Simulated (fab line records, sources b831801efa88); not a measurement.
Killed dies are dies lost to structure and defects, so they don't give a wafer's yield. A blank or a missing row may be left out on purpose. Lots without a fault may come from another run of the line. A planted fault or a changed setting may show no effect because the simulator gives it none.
Which tool did it? | flow gf180mcu | 6 lots, 18 wafers sampled, at 2 steps of a route of 602

WHAT THE GAUGES READ, wafer by wafer
GF_M1_RS_MEAS_05: measures by four-point-probe.
lot  | measured     | on            | M1_ALCU_RS (ohm/sq)
L219 | day 17 13:00 | film_metro-04 | 0.0700 0.0695 0.0705
L221 | day 18 07:50 | film_metro-02 | 0.0705 0.0702 0.0700
L223 | day 18 20:42 | film_metro-02 | 0.0698 0.0703 0.0700
L225 | day 19 15:51 | film_metro-02 | 0.0693 0.0698 0.0694
L231 | day 21 21:25 | film_metro-01 | 0.0697 0.0687 0.0692
L237 | day 23 17:26 | film_metro-02 | 0.0689 0.0683 0.0695

WHICH TOOL RAN EACH LOT (tool, then ch and the chambers of the sampled wafers, then the start)
lot  | GF_M1_SPUTTER_01
L219 | pvd_sputter-02, day 17 12:50
L221 | pvd_sputter-02, day 18 07:43
L223 | pvd_sputter-02, day 18 20:35
L225 | pvd_sputter-04, day 19 15:43
L231 | pvd_sputter-02, day 21 21:17
L237 | pvd_sputter-04, day 23 17:16
- GF_M1_SPUTTER_01: material TiN, target thk 30 nm, time 25 s.

THE ANSWER, worked out from the rows above alone
Rule: what is usual is taken from the lots themselves. Put in order of their means at a reading, lots are off if they are a third of the lots or fewer, leave a main group of 4 or more, and stand apart from it by a gap of 3 or more times the standard deviation of the main group's means; of several such gaps the widest counts. A main group whose means are all the same, to the digits that the tables above print for the reading, isn't used. A lot without any number at a reading at which 4 lots or more have one is off too. The other lots that the step has rows for count as sound.
No lot is off at any reading shown: from this, nothing can be told.

WHAT THE SIMULATOR HAD PUT IN
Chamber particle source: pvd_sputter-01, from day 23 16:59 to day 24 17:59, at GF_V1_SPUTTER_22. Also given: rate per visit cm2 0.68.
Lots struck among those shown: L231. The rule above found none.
